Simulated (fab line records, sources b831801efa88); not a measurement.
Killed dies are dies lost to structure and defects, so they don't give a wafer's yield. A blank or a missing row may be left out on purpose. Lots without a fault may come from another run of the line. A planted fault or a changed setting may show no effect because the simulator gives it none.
Problem report in the 8D (eight disciplines) form, filled by code | flow gf180mcu | the parts of the form that need people (team, actions taken, sign-off) are left out

1. THE PROBLEM
MVSD_TW at GF_MVSD_TW_MEAS_11 reads a mean of 1657 on 6 wafers of 2 lots; wafers without a fault read 1583 with a standard deviation of 6.8. That is +11 standard deviations from the usual mean.
First seen on wafer L836.2, day 6 02:31, on film_metro-04. The record holds 42 wafers of 14 lots with a number at this step. Rule for "out", or "out of limits": more than 4 standard deviations from the usual mean. The other wafers with a number count as sound.

2. WHAT IT IS AND WHAT IT IS NOT
question                    | is                           | is not
which readings at this step | MVSD_TW                      | -
which lots                  | L836, L837                   | L831, L835, L840, L843, L844, L845, L846, L848, L849, L850, L851, L852
which wafers of those lots  | all that have a number       | -
read on which gauges        | film_metro-01, film_metro-04 | film_metro-03
when                        | from day 6 02:31             | up to then (6 sound wafers); but 30 sound wafers of L840, L843, L844, L845, L846, L848, L849, L850, L851, L852 came after

3. SUSPECTS, AND WHAT RULES EACH OUT
Counting: a tool at a process step up to the reading stays a suspect if it ran every lot that is out and no sound lot after the first of them.
- the gauge at GF_MVSD_TW_MEAS_11: ruled out. The wafers that are out were read on 2 gauges (film_metro-01, film_metro-04).
- implanter-04 at GF_MVSD_IMPLANT_08: ruled out as a lasting fault. Sound lots L852 ran on it after its first lot that is out, L836 (day 6 02:08).
Left after counting: nothing in the record.

4. THE CAUSE (what the simulator had put in)
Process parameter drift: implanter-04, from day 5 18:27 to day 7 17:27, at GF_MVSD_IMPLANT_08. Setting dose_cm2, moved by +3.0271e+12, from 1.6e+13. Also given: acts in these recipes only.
Counting ruled it out, wrongly: the rule takes a fault to strike every lot that its tool runs from its start on, and this one did not.

5. THE CHAIN OF EFFECTS, in route order
Each row: a reading whose mean over the struck wafers that have a number lies more than 3 standard deviations from the usual. Only readings for which the record gives a usual standard deviation are gone through. hours: the time from each lot's start at the first step in this table that gives one to its start at this step, as a median over the lots. sigmas: the change in usual standard deviations.
hours | step                     | reading            | usual        | on struck wafers | change      | sigmas
0     | GF_MVSD_IMPLANT_08       | dose_ions_cm2      | 1.6003e+13   | 1.9033e+13       | +3.0297e+12 | +99 or more
0     | GF_MVSD_IMPLANT_08       | faraday_current_uA | 90.0         | 107.2            | +17.2       | +10
0     | GF_MVSD_TW_MEAS_11       | MVSD_TW            | 1583         | 1657             | +74         | +11
81    | GF_VT_IMPLANT_RS_MEAS_46 | MVSD_RS            | 456.4 ohm/sq | 418.4            | -38.0       | -29
The process steps in it:
- GF_MVSD_IMPLANT_08

6. WHAT WOULD HAVE CAUGHT IT SOONER
In this record the first reading out of limits at a measuring or inspecting step was taken at day 6 02:31, 8 hours after the fault began at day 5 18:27.
The tool's own readings at GF_MVSD_IMPLANT_08 were out on every struck wafer that the step has a row for (dose_ions_cm2, faraday_current_uA): an alarm limit on them would have fired on the first of those.
